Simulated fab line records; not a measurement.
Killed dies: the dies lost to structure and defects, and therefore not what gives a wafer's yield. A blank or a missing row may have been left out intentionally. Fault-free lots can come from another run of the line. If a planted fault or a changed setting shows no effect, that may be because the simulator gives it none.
fab line records | flow sky130
record: lots: 7 wafers: 21 last_day: 50
route steps=708 shown GATE_OXIDE@187 PAD_OPEN@708
lots that met no fault: taken from a fault-free run of the same line
start_h: hours from the record's opening day to when the first of the lot's shown wafers began | wait_h: how many hours have passed since the lot's step before this one | " same as the row above | L1.1+2: a single row standing in for several wafers | - either no value or no given start | * or withheld: withheld | < > ~ a bound
route shown NAME@n: names a module that has steps shown in the file, with the first one's number in the route | usual: the fault-free wafers' mean and standard deviation | same: alike in all rows | chamber/n: place in a boat | sites: per-site readings | _std_site: standard deviation of those values | _edge_site: mean of outer sites minus mean of inner sites | radius_mm: how far each site lies from the wafer's centre | mask NAME#n: copy n | behind: the last tool/chamber to shape the wafer | hold: the reason the lot was held/the length of the hold in hours/how it ended | device: the n, p or np transistor that did not switch | end of line: at the end of the route, the tests of the same wafers | for a step that has no rows: nothing shown but its recipe | killed: at the first sort, the dies lost to defects and structure; wafer yield is something else | map: per-die view of a wafer (x killed, . not killed, _ where there is no die)
set.NAME: the setting as run; set.NAME@STEP: as run at that earlier step | model.NAME: the simulator's own value behind a step, which no gauge read
a table for each step, a row for each wafer; lots at some steps of the route
services: the hour from which a tool's chamber was out of use, counted from the record's first day as start_h (under 0 if before that day), plus the number of hours and why
== steps ==
step: SKY_GATE_OXIDE_CLEAN_00
recipe: chemistry: SC1/SC2 mix: 1:4:20 temp_c: 70 time_s: 150 dry: n2_spin
step: SKY_GATE_OXIDE_OXIDATION_01
recipe: temp_c: 900 ambient: O2 stabilise_s: 600 purge_s: 300 target_thk_a: 102.68 ox_time_s: 1473
step: SKY_GATE_OXIDE_THK_MEAS_02
recipe: reads: SiO2_of_GATE_OXIDE_OXIDATION_01
usual: GATE_OXIDE_OXIDATION_00_THK: 10.24/0.21
columns lot.wafer tool chamber start_h wait_h GATE_OXIDE_OXIDATION_00_THK[nm]
L468.2 film_metro-03 - 295.70 0.0 10.49
L468.3 " - " " 10.29
L468.6 " - " " 10.28
L469.1 film_metro-04 - 297.67 0.0 10.58
L469.4 " - " " 10.43
L469.5 " - " " 10.53
L474.3 film_metro-03 - 334.87 0.0 10.16
L474.5 " - " " 10.35
L474.6 " - " " 10.33
L475.1 film_metro-02 - 343.72 0.0 10.68
L475.2 " - " " 10.49
L475.5 " - " " 10.70
L476.1 film_metro-02 - 346.59 0.0 10.34
L476.3 " - " " 10.10
L476.5 " - " " 10.15
L487.2 film_metro-02 - 438.56 0.0 10.43
L487.4 " - " " 10.46
L487.5 " - " " 10.28
L490.1 film_metro-02 - 480.73 0.0 10.09
L490.2 " - " " 9.93
L490.3 " - " " 10.01
step: SKY_GATE_OXIDE_DEHYDRATE_03
recipe: temp_c: 200 time_s: 60
step: SKY_GATE_OXIDE_HMDS_04
recipe: prime_time_s: 60 prime_temp_c: 120
step: SKY_GATE_OXIDE_COAT_05
recipe: resist: NOVOLAK spin_rpm: 3000 resist_thk_nm: 1140
step: SKY_GATE_OXIDE_SOFTBAKE_06
recipe: temp_c: 90 time_s: 60 resist: NOVOLAK
step: SKY_GATE_OXIDE_EXPOSE_07
recipe: mask_id: LVOM na: 0.6 source_shape: conventional sigma_outer: 0.6 polarization: unpolarized target_cd_nm: 600 dose_mj: 170
step: SKY_GATE_OXIDE_PEB_08
recipe: temp_c: withheld time_s: * resist: NOVOLAK
step: SKY_GATE_OXIDE_DEVELOP_09
recipe: resist: NOVOLAK developer: TMAH develop_time_s: 60 dev_temp_c: 23
step: SKY_GATE_OXIDE_OVL_MEAS_10
usual: GATE_OXIDE_OVL: -0.2/1.5
columns lot.wafer tool chamber start_h wait_h GATE_OXIDE_OVL[nm]
L468.2 overlay-02 - 321.79 0.1 2.4
L468.3 " - " " 1.1
L468.6 " - " " 1.7
L469.1 overlay-02 - 323.82 0.1 0.8
L469.4 " - " " -0.1
L469.5 " - " " -0.7
L474.3 overlay-01 - 361.44 0.1 -1.8
L474.5 " - " " -1.7
L474.6 " - " " -1.8
L475.1 overlay-02 - 371.67 0.1 -0.3
L475.2 " - " " -0.6
L475.5 " - " " -0.2
L476.1 overlay-01 - 374.72 0.1 0.7
L476.3 " - " " -1.1
L476.5 " - " " -1.7
L487.2 overlay-01 - 469.49 0.1 -1.3
L487.4 " - " " 1.3
L487.5 " - " " 0.6
L490.1 overlay-01 - 511.57 0.1 -2.6
L490.2 " - " " -0.9
L490.3 " - " " -2.0
step: SKY_GATE_OXIDE_IMPLANT_11
recipe: species: B energy_kev: 10 dose_cm2: 2.6e+12 tilt_deg: withheld
step: SKY_GATE_OXIDE_WET_ETCH_12
recipe: chemistry: dHF target_depth_nm: 16.8 dry: n2_spin target: SiO2 dilution: 100:1 temp_c: 25 time_s: 336
usual: bath_heat_duty_pct: 6.4/0.57 run_length_s: 365/3.8 time_s: 336/0
columns lot.wafer tool chamber start_h wait_h bath_heat_duty_pct run_length_s time_s model.SiO2_of_FIELD_ISO_CVD_24.thk_nm
L468.2 wet_bench-01 2 321.98 0.1 6.0 363 336 364.1
L468.3 " 2 " " 6.9 363 336 366
L468.6 " 2 " " 6.9 363 336 363.6
L469.1 wet_bench-04 3 324.01 0.1 6.3 360 336 365
L469.4 " 3 " " 6.5 360 336 365.2
L469.5 " 3 " " 6.1 360 336 366.8
L474.3 wet_bench-04 2 361.61 0.1 - - - 382.7
L474.5 " 2 " " - - - 383
L474.6 " 2 " " - - - 383.4
L475.1 wet_bench-03 0 371.88 0.1 - - - 380.7
L475.2 " 0 " " - - - 383.1
L475.5 " 0 " " - - - 381.1
L476.1 wet_bench-01 0 374.91 0.1 - - - 383.2
L476.3 " 0 " " - - - 382.6
L476.5 " 0 " " - - - 381.7
L487.2 wet_bench-03 0 469.67 0.1 6.0 370 336 362.1
L487.4 " 0 " " 6.6 370 336 364.9
L487.5 " 0 " " 6.1 370 336 364.7
L490.1 wet_bench-03 0 511.76 0.1 5.7 362 336 362.2
L490.2 " 0 " " 5.9 362 336 365.9
L490.3 " 0 " " 6.0 362 336 364.7
step: SKY_GATE_OXIDE_STRIP_13
recipe: chemistry: O2/N2 power_w: 1400 pressure_mtorr: 1500 platen_temp_c: withheld o2_flow_sccm: 3000 n2_flow_sccm: 300 overash_fraction: 0.5
usual: drypump_motor_current_A: 6.0/0.5 oes_product_au: 0.715/0.0047 strip_time_to_endpoint_s: 14.17/0.045
columns lot.wafer tool chamber start_h wait_h drypump_motor_current_A oes_product_au rf_hours_counter_h strip_time_to_endpoint_s
L468.2 plasma_asher-04 0 322.08 0.0 6.6 0.723 63 14.22
L468.3 " 0 " " 6.6 0.714 - 14.21
L468.6 " 1 " " 5.8 0.710 - 14.20
L469.1 plasma_asher-04 1 324.11 0.0 5.8 0.711 63 14.14
L469.4 " 1 " " 5.8 0.716 - 14.20
L469.5 " 0 " " 6.6 0.720 - 14.17
L474.3 plasma_asher-02 0 361.74 0.0 5.0 0.720 - 14.21
L474.5 " 0 " " 5.0 0.708 - 14.20
L474.6 " 1 " " 6.1 0.712 - 14.24
L475.1 plasma_asher-04 0 371.98 0.0 6.6 0.712 68 14.13
L475.2 " 1 " " 5.8 0.717 68 14.13
L475.5 " 1 " " 5.8 0.714 - 14.12
L476.1 plasma_asher-02 0 375.01 0.0 5.0 0.715 56 14.04
L476.3 " 1 " " 6.0 0.721 - 14.07
L476.5 " 0 " " 5.0 0.715 - 14.13
L487.2 plasma_asher-03 1 469.79 0.0 6.2 0.711 2 14.17
L487.4 " 1 " " 6.2 0.718 - 14.20
L487.5 " 0 " " 5.9 0.715 - 14.19
L490.1 plasma_asher-02 1 511.86 0.0 6.1 0.723 67 14.18
L490.2 " 0 " " 4.9 0.713 67 14.18
L490.3 " 1 " " 6.0 0.707 - 14.18
step: SKY_GATE_OXIDE_TW_MEAS_14
usual: GATE_OXIDE_TW: 225.8/2.4
columns lot.wafer tool chamber start_h wait_h GATE_OXIDE_TW
L468.2 film_metro-04 - 322.19 0.1 228.3
L468.3 " - " " 226.8
L468.6 " - " " 227.3
L469.1 film_metro-03 - 324.21 0.1 226.4
L469.4 " - " " 226.2
L469.5 " - " " 227.3
L474.3 film_metro-03 - 361.83 0.1 225.9
L474.5 " - " " 226.0
L474.6 " - " " 227.0
L475.1 film_metro-04 - 372.08 0.1 228.1
L475.2 " - " " 227.5
L475.5 " - " " 227.9
L476.1 film_metro-03 - 375.11 0.1 226.0
L476.3 " - " " 225.4
L476.5 " - " " 226.2
L487.2 film_metro-02 - 469.90 0.1 223.0
L487.4 " - " " 220.7
L487.5 " - " " 221.9
L490.1 film_metro-04 - 511.96 0.1 227.7
L490.2 " - " " 228.0
L490.3 " - " " 227.3
step: SKY_GATE_OXIDE_CLEAN_15
recipe: chemistry: SC1/SC2 mix: 1:4:20 temp_c: 70 time_s: 150 dry: n2_spin
same: time_s: 150
columns lot.wafer tool chamber start_h wait_h model.SiO2_of_FIELD_ISO_CVD_24.thk_nm
L468.2 wet_bench-01 0 322.24 0.0 363.4
L468.3 " 0 " " 365.3
L468.6 " 0 " " 362.9
L469.1 wet_bench-01 3 324.27 0.1 364.3
L469.4 " 3 " " 364.5
L469.5 " 3 " " 366.1
L474.3 wet_bench-04 3 361.87 0.0 382
L474.5 " 3 " " 382.4
L474.6 " 3 " " 382.7
L475.1 wet_bench-03 1 372.14 0.1 380
L475.2 " 1 " " 382.5
L475.5 " 1 " " 380.4
L476.1 wet_bench-01 0 375.17 0.1 382.5
L476.3 " 0 " " 381.9
L476.5 " 0 " " 381.1
L487.2 wet_bench-04 0 469.95 0.0 361.4
L487.4 " 0 " " 364.3
L487.5 " 0 " " 364
L490.1 wet_bench-01 3 512.02 0.1 361.5
L490.2 " 3 " " 365.2
L490.3 " 3 " " 364
step: SKY_GATE_OXIDE_OXIDATION_16
recipe: temp_c: 800 ambient: O2 idle_temp_c: 700 ramp_up_c_per_min: 10 ramp_down_c_per_min: 3 stabilise_s: 600 purge_s: 300 target_thk_a: 35.7 ox_time_s: 1915
step: SKY_PAD_OPEN_PROBE_99
usual: killed_at_M0_to_M3: 44/7.4 killed_at_M4_up: 3.0/1.8 killed_at_contacts: 24/5.1 killed_at_front_end: 15/4.3 killed_at_other: 0.3/0.54 killed_dies: 86/9.9 killed_on_rim: 17/3.9 killed_open: 47/7.1 killed_short: 38/6.7
same: gross_dies: 492 killed_at_back_side: 0
columns lot.wafer tool chamber start_h wait_h killed_at_M0_to_M3 killed_at_M4_up killed_at_contacts killed_at_front_end killed_at_other killed_dies killed_on_rim killed_open killed_short
L468.2 prober-02 - 1090.64 0.1 35 5 22 18 0 80 21 42 38
L468.3 prober-02 - 1090.69 0.2 40 5 23 15 0 83 13 41 42
L468.6 prober-02 - 1090.84 0.2 37 1 12 18 0 68 11 38 30
L469.1 prober-02 - 1094.17 0.1 48 3 20 17 0 88 14 46 42
L469.4 prober-02 - 1094.32 0.2 33 1 27 11 0 72 13 37 35
L469.5 prober-02 - 1094.37 0.2 51 1 39 12 0 103 21 59 44
L474.3 prober-01 - 1118.70 0.2 44 0 22 426 0 492 96 47 27
L474.5 prober-01 - 1118.80 0.2 39 2 23 426 2 492 96 44 37
L474.6 prober-01 - 1118.85 0.2 42 2 23 424 1 492 96 46 30
L475.1 prober-02 - 1128.08 0.1 35 3 20 434 0 492 96 42 27
L475.2 prober-02 - 1128.13 0.1 46 3 23 418 2 492 96 55 42
L475.5 prober-02 - 1128.28 0.2 30 2 24 435 1 492 96 43 32
L476.1 prober-01 - 1132.15 0.1 40 2 26 423 1 492 96 42 39
L476.3 prober-01 - 1132.25 0.2 34 5 25 428 0 492 96 40 40
L476.5 prober-01 - 1132.35 0.2 42 3 31 416 0 492 96 49 38
L487.2 prober-01 - 1191.09 0.1 53 1 17 18 0 89 14 35 54
L487.4 prober-01 - 1191.19 0.2 66 1 17 18 0 102 22 52 50
L487.5 prober-01 - 1191.24 0.2 45 3 25 13 0 86 18 44 42
L490.1 prober-02 - 1211.64 0.1 55 1 26 10 0 92 13 52 40
L490.2 prober-02 - 1211.69 0.1 51 4 15 13 1 84 16 55 29
L490.3 prober-02 - 1211.74 0.2 44 5 26 14 0 89 20 47 42
killed by level:class
L468.2 CONTACT:geometric_particle:open=11 VIA1:geometric_particle:open=7 CONTACT:geometric_particle:short=6 FIELD_ISO:geometric_particle:short=5 VIA1:geometric_particle:short=5 METAL2:geometric_particle:short=5 VIA2:geometric_particle:open=5 POLY_GATE:geometric_particle:open=4
L468.3 VIA1:geometric_particle:open=11 CONTACT:geometric_particle:open=9 VIA2:geometric_particle:open=6 VIA1:geometric_particle:short=6 POLY_GATE:geometric_particle:short=5 LOCAL_INTERCONNECT:geometric_particle:short=5 METAL4:geometric_particle:short=5 METAL1:geometric_particle:short=4
L468.6 VIA1:geometric_particle:open=9 VIA2:geometric_particle:open=7 LI_CONTACT:geometric_particle:open=6 FIELD_ISO:geometric_particle:open=5 FIELD_ISO:geometric_particle:short=5 METAL1:geometric_particle:short=4 VIA1:geometric_particle:short=4 VIA2:geometric_particle:short=4
L469.1 LI_CONTACT:geometric_particle:open=8 VIA1:geometric_particle:open=8 CONTACT:geometric_particle:open=7 VIA2:geometric_particle:open=6 VIA1:geometric_particle:short=6 METAL2:geometric_particle:short=6 FIELD_ISO:geometric_particle:short=5 VIA2:geometric_particle:short=5
L469.4 CONTACT:geometric_particle:short=12 LI_CONTACT:geometric_particle:open=9 VIA1:geometric_particle:open=6 FIELD_ISO:geometric_particle:short=5 METAL2:geometric_particle:short=5 CONTACT:geometric_particle:open=5 VIA2:geometric_particle:open=5 VIA1:geometric_particle:short=4
L469.5 CONTACT:geometric_particle:open=21 VIA1:geometric_particle:open=9 METAL1:geometric_particle:short=8 VIA2:geometric_particle:open=8 VIA3:geometric_particle:open=7 CONTACT:geometric_particle:short=7 LI_CONTACT:geometric_particle:open=6 VIA1:geometric_particle:short=6
L474.3 GATE_OXIDE:area_etch=418 VIA3:geometric_particle:open=10 VIA1:geometric_particle:open=9 CONTACT:geometric_particle:open=8 CONTACT:geometric_particle:short=7 VIA1:geometric_particle:short=5 VIA2:geometric_particle:open=5 LI_CONTACT:geometric_particle:open=4
L474.5 GATE_OXIDE:area_etch=411 CONTACT:geometric_particle:open=10 LI_CONTACT:geometric_particle:open=10 METAL1:geometric_particle:short=8 VIA1:geometric_particle:open=7 METAL2:geometric_particle:short=6 POLY_GATE:geometric_particle:open=4 VIA2:geometric_particle:short=4
L474.6 GATE_OXIDE:area_etch=416 VIA1:geometric_particle:open=10 CONTACT:geometric_particle:open=9 LI_CONTACT:geometric_particle:open=8 VIA2:geometric_particle:open=8 VIA1:geometric_particle:short=5 VIA3:geometric_particle:open=5 VIA3:geometric_particle:short=4
L475.1 GATE_OXIDE:area_etch=423 VIA1:geometric_particle:open=10 VIA3:geometric_particle:open=7 CONTACT:geometric_particle:open=6 LI_CONTACT:geometric_particle:open=5 VIA2:geometric_particle:open=4 CONTACT:geometric_particle:short=4 POLY_GATE:geometric_particle:short=3
L475.2 GATE_OXIDE:area_etch=395 VIA1:geometric_particle:open=15 CONTACT:geometric_particle:open=14 FIELD_ISO:geometric_particle:open=10 METAL2:geometric_particle:short=6 FIELD_ISO:geometric_particle:short=5 VIA3:geometric_particle:open=5 VIA3:geometric_particle:short=5
L475.5 GATE_OXIDE:area_etch=417 CONTACT:geometric_particle:open=8 LI_CONTACT:geometric_particle:open=6 VIA2:geometric_particle:open=6 VIA3:geometric_particle:open=6 VIA1:geometric_particle:open=5 FIELD_ISO:geometric_particle:short=4 CONTACT:geometric_particle:short=4
L476.1 GATE_OXIDE:area_etch=411 CONTACT:geometric_particle:short=9 CONTACT:geometric_particle:open=9 METAL2:geometric_particle:short=7 VIA2:geometric_particle:open=7 VIA1:geometric_particle:open=5 METAL1:geometric_particle:short=4 VIA1:geometric_particle:short=4
L476.3 GATE_OXIDE:area_etch=412 CONTACT:geometric_particle:open=9 VIA1:geometric_particle:open=8 LI_CONTACT:geometric_particle:open=7 METAL1:geometric_particle:short=5 VIA1:geometric_particle:short=5 METAL4:geometric_particle:short=5 FIELD_ISO:geometric_particle:short=4
L476.5 GATE_OXIDE:area_etch=405 CONTACT:geometric_particle:open=9 CONTACT:geometric_particle:short=8 VIA1:geometric_particle:open=7 VIA2:geometric_particle:open=7 METAL1:geometric_particle:short=6 VIA3:geometric_particle:open=6 METAL2:geometric_particle:short=5
L487.2 METAL2:geometric_particle:short=10 METAL1:geometric_particle:short=8 POLY_GATE:geometric_particle:short=6 CONTACT:geometric_particle:open=6 VIA1:geometric_particle:short=6 VIA1:geometric_particle:open=6 VIA2:geometric_particle:open=6 VIA3:geometric_particle:open=6
L487.4 VIA1:geometric_particle:open=18 VIA3:geometric_particle:open=10 VIA1:geometric_particle:short=8 METAL2:geometric_particle:short=8 LI_CONTACT:geometric_particle:open=6 METAL1:geometric_particle:short=6 POLY_GATE:geometric_particle:short=5 CONTACT:geometric_particle:open=5
L487.5 CONTACT:geometric_particle:open=9 METAL1:geometric_particle:short=8 VIA1:geometric_particle:short=7 VIA1:geometric_particle:open=7 METAL2:geometric_particle:short=7 VIA3:geometric_particle:open=7 LI_CONTACT:geometric_particle:open=6 LOCAL_INTERCONNECT:geometric_particle:short=6
L490.1 VIA1:geometric_particle:open=12 CONTACT:geometric_particle:open=12 METAL2:geometric_particle:short=9 VIA1:geometric_particle:short=8 LI_CONTACT:geometric_particle:open=6 VIA3:geometric_particle:open=6 VIA2:geometric_particle:open=5 CONTACT:geometric_particle:short=4
L490.2 VIA3:geometric_particle:open=14 VIA1:geometric_particle:open=10 VIA2:geometric_particle:open=9 CONTACT:geometric_particle:open=6 FIELD_ISO:geometric_particle:short=4 POLY_GATE:geometric_particle:open=4 LI_CONTACT:geometric_particle:open=4 METAL3:geometric_particle:short=4
L490.3 VIA1:geometric_particle:open=14 CONTACT:geometric_particle:open=8 FIELD_ISO:geometric_particle:short=7 LI_CONTACT:geometric_particle:open=7 METAL1:geometric_particle:short=6 VIA3:geometric_particle:open=6 CONTACT:geometric_particle:short=5 METAL2:geometric_particle:open=5
map L474.3 (x killed, . not)
__________xxxxxxxxxx_________
________xxxxxxxxxxxxxx_______
______xxxxxxxxxxxxxxxxxx_____
_____xxxxxxxxxxxxxxxxxxxx____
____xxxxxxxxxxxxxxxxxxxxxx___
___xxxxxxxxxxxxxxxxxxxxxxxx__
__xxxxxxxxxxxxxxxxxxxxxxxxxx_
_xxxxxxxxxxxxxxxxxxxxxxxxxxxx
_xxxxxxxxxxxxxxxxxxxxxxxxxxxx
_xxxxxxxxxxxxxxxxxxxxxxxxxxxx
_xxxxxxxxxxxxxxxxxxxxxxxxxxxx
_xxxxxxxxxxxxxxxxxxxxxxxxxxxx
_xxxxxxxxxxxxxxxxxxxxxxxxxxxx
_xxxxxxxxxxxxxxxxxxxxxxxxxxxx
_xxxxxxxxxxxxxxxxxxxxxxxxxxxx
__xxxxxxxxxxxxxxxxxxxxxxxxxx_
___xxxxxxxxxxxxxxxxxxxxxxxx__
____xxxxxxxxxxxxxxxxxxxxxx___
_____xxxxxxxxxxxxxxxxxxxx____
______xxxxxxxxxxxxxxxxxx_____
________xxxxxxxxxxxxxx_______
__________xxxxxxxxxx_________
map L475.1 (x killed, . not)
__________xxxxxxxxxx_________
________xxxxxxxxxxxxxx_______
______xxxxxxxxxxxxxxxxxx_____
_____xxxxxxxxxxxxxxxxxxxx____
____xxxxxxxxxxxxxxxxxxxxxx___
___xxxxxxxxxxxxxxxxxxxxxxxx__
__xxxxxxxxxxxxxxxxxxxxxxxxxx_
_xxxxxxxxxxxxxxxxxxxxxxxxxxxx
_xxxxxxxxxxxxxxxxxxxxxxxxxxxx
_xxxxxxxxxxxxxxxxxxxxxxxxxxxx
_xxxxxxxxxxxxxxxxxxxxxxxxxxxx
_xxxxxxxxxxxxxxxxxxxxxxxxxxxx
_xxxxxxxxxxxxxxxxxxxxxxxxxxxx
_xxxxxxxxxxxxxxxxxxxxxxxxxxxx
_xxxxxxxxxxxxxxxxxxxxxxxxxxxx
__xxxxxxxxxxxxxxxxxxxxxxxxxx_
___xxxxxxxxxxxxxxxxxxxxxxxx__
____xxxxxxxxxxxxxxxxxxxxxx___
_____xxxxxxxxxxxxxxxxxxxx____
______xxxxxxxxxxxxxxxxxx_____
________xxxxxxxxxxxxxx_______
__________xxxxxxxxxx_________
== services ==
columns tool chamber start_h hours kind
plasma_asher-03 - 306.54 2.8 pm
plasma_asher-03 - 381.66 4.0 pm
plasma_asher-02 - 403.98 2.8 pm
plasma_asher-02 - 415.85 15.6 pm
plasma_asher-03 - 420.25 15.6 pm
plasma_asher-03 - 435.85 9.0 pm
plasma_asher-03 0 435.85 9.0 vent_cycle
plasma_asher-03 1 435.85 9.0 vent_cycle
plasma_asher-03 0 444.85 - clean
plasma_asher-03 1 444.85 - clean
plasma_asher-02 - 478.57 10.8 repair
plasma_asher-02 - 483.34 8.6 repair
plasma_asher-04 - 497.68 14.6 pm
plasma_asher-03 - 508.99 1.5 repair
== key ==
first_sign: step: SKY_GATE_OXIDE_WET_ETCH_12 reading: tool_record direction: missing
effect: step: SKY_PAD_OPEN_PROBE_99 reading: killed_at_front_end direction: up sigmas: 94 usual: 15 struck: 426
model_effect: step: SKY_GATE_OXIDE_WET_ETCH_12 value: SiO2_of_FIELD_ISO_CVD_24.thk_nm without: 363.8 struck: 382.4
model_effect: step: SKY_GATE_OXIDE_CLEAN_15 value: SiO2_of_FIELD_ISO_CVD_24.thk_nm without: 363.1 struck: 381.7
more_kills_born_at: SKY_GATE_OXIDE_WET_ETCH_12@wet_bench-04: 1245 SKY_GATE_OXIDE_WET_ETCH_12@wet_bench-03: 1235 SKY_GATE_OXIDE_WET_ETCH_12@wet_bench-01: 1228
met_at SKY_GATE_OXIDE_WET_ETCH_12
struck_wafers L474.3,L474.5,L474.6,L475.1,L475.2,L475.5,L476.1,L476.3,L476.5
later_rows_left_out L474.3,L474.5,L474.6,L475.1,L475.2,L475.5,L476.1,L476.3,L476.5
tester_left_out L474,L475,L476
onset_between 324.01 361.61
fault: kind: skipped_step_whole tool: wet_bench-01,wet_bench-03,wet_bench-04 chamber: - onset_h: 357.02 steps: SKY_GATE_OXIDE_WET_ETCH_12 scope: struck_lots_only
tester_left_out: of these lots the tester's yield and bins aren't shown, on N5 and GAA mostly nor the transistor test; their killed dies are dies lost to structure and defects alone, not to doping, threshold or leakage, so they don't give the yield
later_rows_left_out: the simulator's readings of these wafers behind a module that went badly wrong aren't trusted and aren't shown, but for the sort
